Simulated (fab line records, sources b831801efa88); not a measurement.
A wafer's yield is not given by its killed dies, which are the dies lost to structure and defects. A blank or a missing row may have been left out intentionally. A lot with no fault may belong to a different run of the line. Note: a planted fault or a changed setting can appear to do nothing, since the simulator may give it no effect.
fab line records	flow gf180mcu
record: lots: 24	wafers: 72	lastDay: 34
route steps=602 shown CONTACT@309 V1@350 V2@399 M3@413 V3@430
lots that met no fault: from a run of the same line without faults
startH: hours from the record's first day to the start of the lot's first wafer shown	waitH: hours since the lot's step before	" unchanged from the row above	L1.1+2: several wafers, shown together as one row	- no value present, or no start provided	* or withheld: withheld	< > ~ a bound
route shown NAME@n: NAME is a module with steps in the file, n the number in the route of the first one	usual: average and standard deviation across the fault-free wafers	same: alike in all rows	chamber/n: place in a boat	sites: per-site readings	_std_site: the values' standard deviation	_edge_site: the outer-site mean with the inner-site mean subtracted	radiusMm: for every site, how far away it sits from the centre of the wafer	mask NAME#n: copy n	behind: tool/chamber where the wafer was last shaped	hold: the reason the lot was held/the length of the hold in hours/how it ended	device: whichever transistor did not switch (one of n, p or np)	end of line: at the end of the route, the tests of the same wafers	a step without rows: its recipe alone	killed: dies that structure and defects cost at the first sort, which is not the same as the wafer's yield	map: a wafer's dies, marking killed ones x, the rest . and places with no die _
set.NAME: the setting the step ran with; set.NAME@STEP: the setting that earlier step ran with	model.NAME: the simulator's own value behind a step, which no gauge read
one table for each step of the route and one row for each wafer, over a sample of lots
services: from which hour (startH, from the record's first day; less than 0 if before it) a tool's chamber was out of use, for how many hours, and why
== steps ==
step: GF_CONTACT_SPUTTER_22
recipe: material: Ti	targetThkNm: 15	chamberPressurePa: 5	powerW: 2500	substrateTempC: 200	timeS: 80.02
usual: throttleValvePct: 30.2/1.1
lot.wafer	tool	chamber	startH	waitH	throttleValvePct
L074.1	pvdSputter-03	-	365.60	0.0	31.8
L074.3	"	-	"	"	31.7
L074.6	"	-	"	"	31.5
L075.1	pvdSputter-01	-	369.06	0.0	29.1
L075.4	"	-	"	"	29.3
L075.6	"	-	"	"	29.2
L076.1	pvdSputter-02	-	377.60	0.0	30.5
L076.3	"	-	"	"	29.7
L076.6	"	-	"	"	30.4
L077.3	pvdSputter-02	-	387.54	0.0	30.8
L077.4	"	-	"	"	32.0
L077.5	"	-	"	"	29.8
L078.1	pvdSputter-02	-	394.13	0.0	30.5
L078.5	"	-	"	"	29.6
L078.6	"	-	"	"	30.4
L079.4	pvdSputter-02	-	402.63	0.0	30.8
L079.5	"	-	"	"	30.2
L079.6	"	-	"	"	29.6
L080.1	pvdSputter-02	-	416.56	0.0	29.8
L080.5	"	-	"	"	29.6
L080.6	"	-	"	"	30.7
L081.3	pvdSputter-01	-	425.25	0.0	29.4
L081.4	"	-	"	"	29.0
L081.5	"	-	"	"	28.8
L082.2	pvdSputter-02	-	433.58	0.0	32.4
L082.3	"	-	"	"	30.6
L082.4	"	-	"	"	30.7
L083.1	pvdSputter-02	-	457.01	0.0	31.0
L083.3	"	-	"	"	30.6
L083.4	"	-	"	"	32.2
L084.2	pvdSputter-02	-	464.99	0.0	30.8
L084.4	"	-	"	"	30.4
L084.5	"	-	"	"	29.9
L085.1	pvdSputter-02	-	469.23	0.0	32.3
L085.3	"	-	"	"	29.6
L085.4	"	-	"	"	30.4
L086.1	pvdSputter-03	-	477.98	0.0	31.6
L086.4	"	-	"	"	31.7
L086.6	"	-	"	"	27.9
L087.1	pvdSputter-02	-	485.53	0.0	29.6
L087.3	"	-	"	"	32.2
L087.6	"	-	"	"	30.5
L088.1	pvdSputter-02	-	486.48	0.0	31.0
L088.2	"	-	"	"	29.7
L088.4	"	-	"	"	32.2
L089.4	pvdSputter-01	-	499.89	0.0	29.8
L089.5	"	-	"	"	29.2
L089.6	"	-	"	"	29.8
L090.2	pvdSputter-01	-	512.24	0.0	29.7
L090.3	"	-	"	"	29.7
L090.5	"	-	"	"	29.1
L091.4	pvdSputter-01	-	515.08	0.0	30.0
L091.5	"	-	"	"	30.1
L091.6	"	-	"	"	28.8
L092.1	pvdSputter-03	-	520.54	0.0	29.1
L092.3	"	-	"	"	28.2
L092.4	"	-	"	"	31.6
L093.1	pvdSputter-01	-	526.68	0.0	29.1
L093.2	"	-	"	"	29.3
L093.4	"	-	"	"	29.8
L094.1	pvdSputter-01	-	533.19	0.0	29.9
L094.2	"	-	"	"	29.3
L094.4	"	-	"	"	29.7
L095.1	pvdSputter-02	-	542.05	0.0	31.0
L095.2	"	-	"	"	29.6
L095.3	"	-	"	"	30.6
L096.2	pvdSputter-02	-	548.85	0.0	30.6
L096.4	"	-	"	"	29.6
L096.6	"	-	"	"	30.5
L097.2	pvdSputter-02	-	560.14	0.0	30.1
L097.4	"	-	"	"	30.8
L097.5	"	-	"	"	30.9
step: GF_V1_OVL_MEAS_15
usual: V1_OVL: 1/5.1
lot.wafer	tool	chamber	startH	waitH	V1_OVL[nm]
L074.1	overlay-02	-	413.77	0.1	-5
L074.3	"	-	"	"	-6
L074.6	"	-	"	"	1
L075.1	overlay-01	-	417.44	0.1	8
L075.4	"	-	"	"	1
L075.6	"	-	"	"	6
L076.1	overlay-02	-	426.44	0.1	-1
L076.3	"	-	"	"	8
L076.6	"	-	"	"	2
L077.3	overlay-02	-	436.43	0.1	-4
L077.4	"	-	"	"	-10
L077.5	"	-	"	"	-3
L078.1	overlay-01	-	443.43	0.1	-1
L078.5	"	-	"	"	-1
L078.6	"	-	"	"	6
L079.4	overlay-02	-	453.45	0.1	4
L079.5	"	-	"	"	6
L079.6	"	-	"	"	0
L080.1	overlay-01	-	466.94	0.1	-5
L080.5	"	-	"	"	9
L080.6	"	-	"	"	0
L081.3	overlay-02	-	476.69	0.1	-3
L081.4	"	-	"	"	-7
L081.5	"	-	"	"	2
L082.2	overlay-01	-	484.67	0.1	-2
L082.3	"	-	"	"	-2
L082.4	"	-	"	"	4
L083.1	overlay-01	-	507.09	0.1	2
L083.3	"	-	"	"	7
L083.4	"	-	"	"	4
L084.2	overlay-02	-	514.35	0.1	2
L084.4	"	-	"	"	-2
L084.5	"	-	"	"	-3
L085.1	overlay-02	-	518.45	0.1	-3
L085.3	"	-	"	"	-2
L085.4	"	-	"	"	7
L086.1	overlay-01	-	527.58	0.1	-3
L086.4	"	-	"	"	-1
L086.6	"	-	"	"	-4
L087.1	overlay-02	-	534.82	0.1	-6
L087.3	"	-	"	"	-1
L087.6	"	-	"	"	-1
L088.1	overlay-02	-	535.49	0.1	-7
L088.2	"	-	"	"	1
L088.4	"	-	"	"	-3
L089.4	overlay-02	-	549.15	0.1	-5
L089.5	"	-	"	"	2
L089.6	"	-	"	"	0
L090.2	overlay-02	-	560.72	0.1	-2
L090.3	"	-	"	"	-3
L090.5	"	-	"	"	-10
L091.4	overlay-02	-	562.40	0.1	-1
L091.5	"	-	"	"	5
L091.6	"	-	"	"	-3
L092.1	overlay-01	-	568.08	0.1	6
L092.3	"	-	"	"	6
L092.4	"	-	"	"	8
L093.1	overlay-02	-	573.68	0.1	11
L093.2	"	-	"	"	2
L093.4	"	-	"	"	1
L094.1	overlay-01	-	579.68	0.1	11
L094.2	"	-	"	"	6
L094.4	"	-	"	"	4
L095.1	overlay-02	-	588.72	0.1	-3
L095.2	"	-	"	"	10
L095.3	"	-	"	"	-4
L096.2	overlay-01	-	594.60	0.1	2
L096.4	"	-	"	"	-1
L096.6	"	-	"	"	-2
L097.2	overlay-02	-	605.89	0.1	0
L097.4	"	-	"	"	1
L097.5	"	-	"	"	5
step: GF_V2_ETCH_17
recipe: chemistry: C4F8/O2/Ar	maskMaterial: KrF	target: SiO2	stopOn: TiN	sourceW: 1500	biasW: 1200	pressureMtorr: 40	c4f8FlowSccm: withheld	O2_flow_sccm: 6	Ar_flow_sccm: 300	timeS: withheld	targetDepthA: 6300
usual: oesProductAu: 0.855/0.0044
lot.wafer	tool	chamber	startH	waitH	oesProductAu
L074.1	rieDiel-03	1	-	-	0.856
L074.3	"	0	"	"	0.866
L074.6	"	2	"	"	0.850
L075.1	rieDiel-01	1	-	-	0.857
L075.4	"	3	"	"	0.858
L075.6	"	0	"	"	0.855
L076.1	rieDiel-01	3	-	-	0.854
L076.3	"	1	"	"	0.850
L076.6	"	0	"	"	0.852
L077.3	rieDiel-02	1	-	-	0.860
L077.4	"	0	"	"	0.856
L077.5	"	1	"	"	0.855
L078.1	rieDiel-01	2	-	-	0.856
L078.5	"	3	"	"	0.854
L078.6	"	2	"	"	0.849
L079.4	rieDiel-03	0	-	-	0.860
L079.5	"	3	"	"	0.858
L079.6	"	2	"	"	0.860
L080.1	rieDiel-02	1	-	-	0.856
L080.5	"	2	"	"	0.853
L080.6	"	3	"	"	0.852
L081.3	rieDiel-01	2	-	-	0.854
L081.4	"	3	"	"	0.856
L081.5	"	2	"	"	0.864
L082.2	rieDiel-03	3	-	-	0.850
L082.3	"	2	"	"	0.847
L082.4	"	1	"	"	0.860
L083.1	rieDiel-01	0	-	-	0.855
L083.3	"	3	"	"	0.857
L083.4	"	1	"	"	0.855
L084.2	rieDiel-02	2	-	-	0.853
L084.4	"	3	"	"	0.857
L084.5	"	2	"	"	0.852
L085.1	rieDiel-03	3	-	-	0.851
L085.3	"	1	"	"	0.850
L085.4	"	0	"	"	0.852
L086.1	rieDiel-03	2	-	-	0.853
L086.4	"	0	"	"	0.846
L086.6	"	0	"	"	0.858
L087.1	rieDiel-03	2	-	-	0.856
L087.3	"	1	"	"	0.855
L087.6	"	2	"	"	0.850
L088.1	rieDiel-01	1	-	-	0.854
L088.2	"	0	"	"	0.859
L088.4	"	2	"	"	0.859
L089.4	rieDiel-03	0	-	-	0.850
L089.5	"	3	"	"	0.850
L089.6	"	2	"	"	0.858
L090.2	rieDiel-03	0	-	-	0.857
L090.3	"	3	"	"	0.853
L090.5	"	2	"	"	0.854
L091.4	rieDiel-02	1	-	-	0.858
L091.5	"	0	"	"	0.857
L091.6	"	3	"	"	0.850
L092.1	rieDiel-02	1	-	-	0.856
L092.3	"	2	"	"	0.853
L092.4	"	0	"	"	0.858
L093.1	rieDiel-01	1	-	-	0.857
L093.2	"	2	"	"	0.856
L093.4	"	3	"	"	0.860
L094.1	rieDiel-03	3	-	-	0.854
L094.2	"	0	"	"	0.859
L094.4	"	1	"	"	0.852
L095.1	rieDiel-02	3	-	-	0.853
L095.2	"	2	"	"	0.850
L095.3	"	1	"	"	0.856
L096.2	rieDiel-02	2	-	-	0.854
L096.4	"	1	"	"	0.863
L096.6	"	0	"	"	0.848
L097.2	rieDiel-03	2	-	-	0.865
L097.4	"	1	"	"	0.853
L097.5	"	1	"	"	0.858
step: GF_V2_RS_MEAS_24
recipe: thkMeasGauge: four-point-probe	reads: W_of_V2_CVD_23+TiN_of_V2_SPUTTER_22+Ti_of_V2_SPUTTER_21
usual: V2_W_RS: 0.326/0.0076
lot.wafer	tool	chamber	startH	waitH	V2_W_RS[ohm/sq]
L074.1	filmMetro-03	-	466.49	0.1	0.320
L074.3	"	-	"	"	0.320
L074.6	"	-	"	"	0.331
L075.1	filmMetro-02	-	469.99	0.1	0.324
L075.4	"	-	"	"	0.323
L075.6	"	-	"	"	0.311
L076.1	filmMetro-02	-	478.89	0.1	0.332
L076.3	"	-	"	"	0.331
L076.6	"	-	"	"	0.327
L077.3	filmMetro-03	-	487.59	0.1	0.329
L077.4	"	-	"	"	0.331
L077.5	"	-	"	"	0.331
L078.1	filmMetro-01	-	496.25	0.1	0.334
L078.5	"	-	"	"	0.336
L078.6	"	-	"	"	0.333
L079.4	filmMetro-02	-	505.89	0.1	0.317
L079.5	"	-	"	"	0.318
L079.6	"	-	"	"	0.327
L080.1	filmMetro-02	-	519.00	0.1	0.331
L080.5	"	-	"	"	0.332
L080.6	"	-	"	"	0.327
L081.3	filmMetro-02	-	528.14	0.1	0.334
L081.4	"	-	"	"	0.333
L081.5	"	-	"	"	0.334
L082.2	filmMetro-02	-	535.49	0.1	0.316
L082.3	"	-	"	"	0.314
L082.4	"	-	"	"	0.327
L083.1	filmMetro-02	-	555.94	0.1	0.321
L083.3	"	-	"	"	0.315
L083.4	"	-	"	"	0.326
L084.2	filmMetro-01	-	562.83	0.1	0.328
L084.4	"	-	"	"	0.328
L084.5	"	-	"	"	0.331
L085.1	filmMetro-03	-	567.52	0.1	0.328
L085.3	"	-	"	"	0.334
L085.4	"	-	"	"	0.333
L086.1	filmMetro-02	-	576.33	0.1	0.330
L086.4	"	-	"	"	0.313
L086.6	"	-	"	"	0.330
L087.1	filmMetro-01	-	583.43	0.1	0.315
L087.3	"	-	"	"	0.315
L087.6	"	-	"	"	0.315
L088.1	filmMetro-03	-	583.53	0.1	0.338
L088.2	"	-	"	"	0.337
L088.4	"	-	"	"	0.337
L089.4	filmMetro-03	-	596.36	0.1	0.334
L089.5	"	-	"	"	0.332
L089.6	"	-	"	"	0.331
L090.2	filmMetro-03	-	607.61	0.1	0.331
L090.3	"	-	"	"	0.335
L090.5	"	-	"	"	0.325
L091.4	filmMetro-02	-	608.57	0.1	0.321
L091.5	"	-	"	"	0.332
L091.6	"	-	"	"	0.318
L092.1	filmMetro-03	-	614.26	0.1	0.323
L092.3	"	-	"	"	0.306
L092.4	"	-	"	"	0.321
L093.1	filmMetro-02	-	620.29	0.1	0.329
L093.2	"	-	"	"	0.312
L093.4	"	-	"	"	0.318
L094.1	filmMetro-01	-	625.95	0.1	0.332
L094.2	"	-	"	"	0.328
L094.4	"	-	"	"	0.334
L095.1	filmMetro-02	-	634.34	0.1	0.323
L095.2	"	-	"	"	0.313
L095.3	"	-	"	"	0.326
L096.2	filmMetro-03	-	638.91	0.1	0.331
L096.4	"	-	"	"	0.331
L096.6	"	-	"	"	0.330
L097.2	filmMetro-02	-	650.22	0.1	0.328
L097.4	"	-	"	"	0.315
L097.5	"	-	"	"	0.328
step: GF_M3_SPUTTER_04
recipe: material: TiN	targetThkNm: 50	powerW: 6500	timeS: 41.7	chamberPressurePa: 0.4
usual: throttleValvePct: 30.3/1.2
lot.wafer	tool	chamber	startH	waitH	throttleValvePct
L074.1	pvdSputter-02	-	467.15	0.0	29.6
L074.3	"	-	"	"	30.2
L074.6	"	-	"	"	30.9
L075.1	pvdSputter-04	-	470.65	0.0	30.8
L075.4	"	-	"	"	29.6
L075.6	"	-	"	"	29.9
L076.1	pvdSputter-02	-	479.55	0.0	30.5
L076.3	"	-	"	"	29.8
L076.6	"	-	"	"	32.1
L077.3	pvdSputter-03	-	488.21	0.0	29.1
L077.4	"	-	"	"	28.0
L077.5	"	-	"	"	27.9
L078.1	pvdSputter-02	-	499.40	0.0	31.0
L078.5	"	-	"	"	32.1
L078.6	"	-	"	"	30.7
L079.4	pvdSputter-04	-	506.49	0.0	29.7
L079.5	"	-	"	"	30.4
L079.6	"	-	"	"	29.4
L080.1	pvdSputter-02	-	519.66	0.0	32.1
L080.5	"	-	"	"	30.8
L080.6	"	-	"	"	29.7
L081.3	pvdSputter-03	-	528.76	0.0	27.7
L081.4	"	-	"	"	31.7
L081.5	"	-	"	"	31.6
L082.2	pvdSputter-02	-	536.13	0.0	30.6
L082.3	"	-	"	"	29.7
L082.4	"	-	"	"	30.3
L083.1	pvdSputter-04	-	556.60	0.0	30.4
L083.3	"	-	"	"	29.8
L083.4	"	-	"	"	30.5
L084.2	pvdSputter-03	-	563.47	0.0	27.9
L084.4	"	-	"	"	29.1
L084.5	"	-	"	"	31.8
L085.1	pvdSputter-04	-	568.18	0.0	30.7
L085.3	"	-	"	"	30.8
L085.4	"	-	"	"	29.5
L086.1	pvdSputter-04	-	576.99	0.0	29.9
L086.4	"	-	"	"	30.7
L086.6	"	-	"	"	30.4
L087.1	pvdSputter-03	-	584.09	0.0	31.8
L087.3	"	-	"	"	28.0
L087.6	"	-	"	"	28.0
L088.1	pvdSputter-02	-	584.19	0.0	29.6
L088.2	"	-	"	"	32.3
L088.4	"	-	"	"	30.5
L089.4	pvdSputter-02	-	596.96	0.0	30.8
L089.5	"	-	"	"	30.3
L089.6	"	-	"	"	29.5
L090.2	pvdSputter-03	-	608.25	0.0	27.8
L090.3	"	-	"	"	29.0
L090.5	"	-	"	"	31.6
L091.4	pvdSputter-02	-	609.17	0.0	30.3
L091.5	"	-	"	"	30.7
L091.6	"	-	"	"	29.5
L092.1	pvdSputter-02	-	614.92	0.0	32.1
L092.3	"	-	"	"	29.5
L092.4	"	-	"	"	30.4
L093.1	pvdSputter-04	-	620.95	0.0	30.6
L093.2	"	-	"	"	29.5
L093.4	"	-	"	"	30.0
L094.1	pvdSputter-03	-	626.61	0.0	28.9
L094.2	"	-	"	"	31.4
L094.4	"	-	"	"	27.8
L095.1	pvdSputter-04	-	635.00	0.0	30.6
L095.2	"	-	"	"	29.8
L095.3	"	-	"	"	30.7
L096.2	pvdSputter-04	-	639.55	0.0	30.2
L096.4	"	-	"	"	30.6
L096.6	"	-	"	"	29.9
L097.2	pvdSputter-03	-	650.86	0.0	31.7
L097.4	"	-	"	"	27.8
L097.5	"	-	"	"	27.6
step: GF_V3_THK_MEAS_01
recipe: reads: SiO2_of_V3_CVD_00
usual: V3_CVD_00_THK: 599/6.5
lot.wafer	tool	chamber	startH	waitH	V3_CVD_00_THK[nm]
L074.1	filmMetro-04	-	492.14	0.0	605
L074.3	"	-	"	"	597
L074.6	"	-	"	"	608
L075.1	filmMetro-01	-	495.44	0.0	608
L075.4	"	-	"	"	597
L075.6	"	-	"	"	605
L076.1	filmMetro-04	-	504.44	0.0	605
L076.3	"	-	"	"	598
L076.6	"	-	"	"	606
L077.3	filmMetro-02	-	512.86	0.1	601
L077.4	"	-	"	"	594
L077.5	"	-	"	"	605
L078.1	filmMetro-04	-	523.64	0.0	586
L078.5	"	-	"	"	598
L078.6	"	-	"	"	584
L079.4	filmMetro-01	-	530.35	0.0	599
L079.5	"	-	"	"	592
L079.6	"	-	"	"	603
L080.1	filmMetro-04	-	544.11	0.1	603
L080.5	"	-	"	"	609
L080.6	"	-	"	"	606
L081.3	filmMetro-02	-	551.70	0.1	605
L081.4	"	-	"	"	607
L081.5	"	-	"	"	604
L082.2	filmMetro-04	-	559.45	0.0	602
L082.3	"	-	"	"	594
L082.4	"	-	"	"	599
L083.1	filmMetro-04	-	579.01	0.0	589
L083.3	"	-	"	"	602
L083.4	"	-	"	"	598
L084.2	filmMetro-01	-	585.64	0.0	583
L084.4	"	-	"	"	586
L084.5	"	-	"	"	586
L085.1	filmMetro-04	-	590.73	0.0	599
L085.3	"	-	"	"	601
L085.4	"	-	"	"	601
L086.1	filmMetro-01	-	599.48	0.0	608
L086.4	"	-	"	"	606
L086.6	"	-	"	"	602
L087.1	filmMetro-02	-	605.77	0.0	593
L087.3	"	-	"	"	598
L087.6	"	-	"	"	588
L088.1	filmMetro-01	-	606.12	0.0	601
L088.2	"	-	"	"	605
L088.4	"	-	"	"	605
L089.4	filmMetro-04	-	618.35	0.0	597
L089.5	"	-	"	"	593
L089.6	"	-	"	"	594
L090.2	filmMetro-02	-	629.18	0.0	599
L090.3	"	-	"	"	598
L090.5	"	-	"	"	596
L091.4	filmMetro-01	-	630.65	0.0	602
L091.5	"	-	"	"	602
L091.6	"	-	"	"	603
L092.1	filmMetro-04	-	635.74	0.0	590
L092.3	"	-	"	"	588
L092.4	"	-	"	"	589
L093.1	filmMetro-01	-	642.22	0.0	598
L093.2	"	-	"	"	599
L093.4	"	-	"	"	595
L094.1	filmMetro-01	-	647.72	0.0	595
L094.2	"	-	"	"	598
L094.4	"	-	"	"	594
L095.1	filmMetro-02	-	655.03	0.0	609
L095.2	"	-	"	"	598
L095.3	"	-	"	"	606
L096.2	filmMetro-02	-	660.26	0.0	594
L096.4	"	-	"	"	604
L096.6	"	-	"	"	597
L097.2	filmMetro-01	-	670.84	0.0	607
L097.4	"	-	"	"	599
L097.5	"	-	"	"	613
== services ==
tool	chamber	startH	hours	kind
pvdSputter-03	-	344.22	1.2	repair
pvdSputter-02	-	353.29	4.3	repair
pvdSputter-03	-	358.13	2.6	repair
rieDiel-03	-	377.10	0.2	repair
rieDiel-02	0	380.35	2.8	repair
rieDiel-01	-	385.99	2.8	pm
pvdSputter-04	-	392.01	1.2	repair
pvdSputter-02	2	405.52	-	consumableReplace:kit
pvdSputter-03	-	414.66	9.9	repair
rieDiel-02	3	428.31	3.6	repair
rieDiel-03	3	448.74	26.8	repair
rieDiel-01	0	458.80	6.7	repair
rieDiel-01	-	474.51	0.6	repair
pvdSputter-02	-	520.04	7.6	repair
pvdSputter-01	-	551.19	1.7	repair
pvdSputter-03	-	551.42	1.7	repair
rieDiel-01	2	551.94	7.4	repair
pvdSputter-02	-	588.61	5.6	repair
pvdSputter-02	-	592.64	1.5	repair
rieDiel-02	2	615.40	8.7	repair
pvdSputter-03	-	616.31	3.3	repair
rieDiel-02	-	626.43	2.8	pm
pvdSputter-01	-	638.62	2.9	repair
rieDiel-01	3	641.96	3.8	repair
== key ==
fault none
